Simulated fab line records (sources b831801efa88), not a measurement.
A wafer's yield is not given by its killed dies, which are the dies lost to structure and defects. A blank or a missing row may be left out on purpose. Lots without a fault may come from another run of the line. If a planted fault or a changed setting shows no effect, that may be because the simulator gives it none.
Matching of chambers	flow sfq line	SFQ_TRILAYER_A5B_CMP_CMP_130 on cmp-01: 4 sister chambers
The step polishes, stops on Nb, target thk 340.7 nm. 4 wafers are shown with their chamber, then 7 later ones without.

== WAFERS, EACH WITH ITS CHAMBER ==
wafer	chamber	motor current A (A)
L360.3	1	10.5
L361.2	2	9.7
L362.1	0	8.5
L362.2	3	10.5

== WAFERS MISSING THEIR CHAMBER ==
wafer	motor current A (A)
L362.5	9.6
L365.2	10.8
L365.5	9.5
L365.6	10.6
L379.1	10.8
L379.5	10.0
L379.6	9.9

== THE CHAMBER EACH PASSED THROUGH ==
wafer	from the rows above	in truth
L362.5	2	2
L365.2	can't be placed: 1 or 3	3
L365.5	2	2
L365.6	can't be placed: 1 or 3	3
L379.1	can't be placed: 1 or 3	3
L379.5	can't be placed: 2 or 1 or 3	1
L379.6	can't be placed: 2 or 1 or 3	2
Correctly placed: 2 of 7. Not placeable from these rows: 5 (in 5, the candidates include the true chamber). 0 placed wrongly.
How it was worked out, from the rows above alone: a wafer's distance from a chamber is the root of the sum, over the readings, of the square of ((its reading less the chamber's mean) divided by the reading's scatter). If the next closest chamber is less than 2 further off than the closest, the wafer can't be placed; otherwise it belongs to the closest. The mean given for a chamber averages the wafers shown for that chamber. The scatter (one wafer shown for each chamber): square how far every hidden wafer sits from the nearest shown wafer, average those squares and take the square root.
